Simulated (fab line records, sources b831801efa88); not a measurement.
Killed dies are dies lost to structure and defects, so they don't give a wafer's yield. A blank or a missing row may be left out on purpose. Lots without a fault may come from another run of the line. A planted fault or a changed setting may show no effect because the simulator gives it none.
Chamber matching | flow sky130 | SKY_VIA1_CMP_24 on cmp-02: 4 sister chambers
The step polishes, stops on SiO2, t overpolish 15 s, target thk 0 nm. 16 wafers are shown with their chamber, then 8 later ones without.

WAFERS WITH THEIR CHAMBER
wafer  | chamber | motor_current_A (A) | overpolish_run_s (s) | time_to_endpoint_s (s)
L078.2 | 1       | 12.2                | 14.997               | 63.8
L078.3 | 2       | 13.8                | 14.996               | 67.4
L078.4 | 3       | 12.3                | 15.011               | 66.7
L079.1 | 1       | 11.6                | 15.009               | 66.4
L079.2 | 0       | 10.5                | 14.998               | 64.8
L079.6 | 3       | 11.8                | 15.003               | 63.9
L082.3 | 3       | 12.2                | 14.999               | 63.3
L082.4 | 0       | 10.4                | 15.000               | 61.9
L082.5 | 3       | 12.5                | 15.005               | 65.6
L090.4 | 1       | 12.4                | 15.006               | 62.9
L090.5 | 3       | 11.1                | 15.011               | 62.8
L090.6 | 2       | 13.2                | 14.992               | 63.5
L093.2 | 2       | 13.4                | 15.005               | 66.7
L093.3 | 0       | 9.9                 | 15.000               | 67.3
L093.4 | 1       | 11.6                | 15.002               | 63.8
L096.1 | 3       | 12.2                | 14.996               | 63.5

SIGNATURES (means of the wafers above)
reading            | chamber 0 | chamber 1 | chamber 2 | chamber 3 | scatter within a chamber
motor_current_A    | 10.267    | 11.950    | 13.467    | 12.017    | 0.425
overpolish_run_s   | 14.99933  | 15.00350  | 14.99767  | 15.00417  | 0.00549
time_to_endpoint_s | 64.667    | 64.225    | 65.867    | 64.300    | 1.86
Rule: a wafer's distance from a chamber is the root of the sum, over the readings, of the square of ((its reading less the chamber's mean) divided by the reading's scatter). The wafer belongs to the nearest chamber; if the next one is less than 2 further off, it can't be placed. The scatter: the root of (the sum of the squares of (reading less its chamber's mean) over the shown wafers, divided by (wafers less chambers)).

WAFERS WITHOUT THEIR CHAMBER
wafer  | motor_current_A (A) | overpolish_run_s (s) | time_to_endpoint_s (s)
L096.4 | 13.1                | 14.999               | 65.4
L096.5 | 12.1                | 15.006               | 59.6
L095.1 | 13.1                | 14.991               | 66.3
L095.5 | 10.1                | 15.003               | 65.3
L095.6 | 12.0                | 15.002               | 66.9
L097.1 | 12.0                | 14.992               | 63.9
L097.2 | 12.7                | 14.999               | 64.0
L097.5 | 9.7                 | 15.003               | 60.3

WHICH CHAMBER EACH WENT THROUGH
wafer  | from the rows above          | in truth
L096.4 | can't be placed: 2 or 3 or 1 | 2
L096.5 | can't be placed: 1 or 3      | 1
L095.1 | 2                            | 2
L095.5 | 0                            | 0
L095.6 | can't be placed: 3 or 1      | 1
L097.1 | can't be placed: 1 or 3 or 2 | 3
L097.2 | can't be placed: 3 or 1 or 2 | 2
L097.5 | 0                            | 0
Placed correctly: 3 of 8. Can't be placed from these rows: 5 (the true chamber is among the candidates in 5). Placed wrongly: 0.
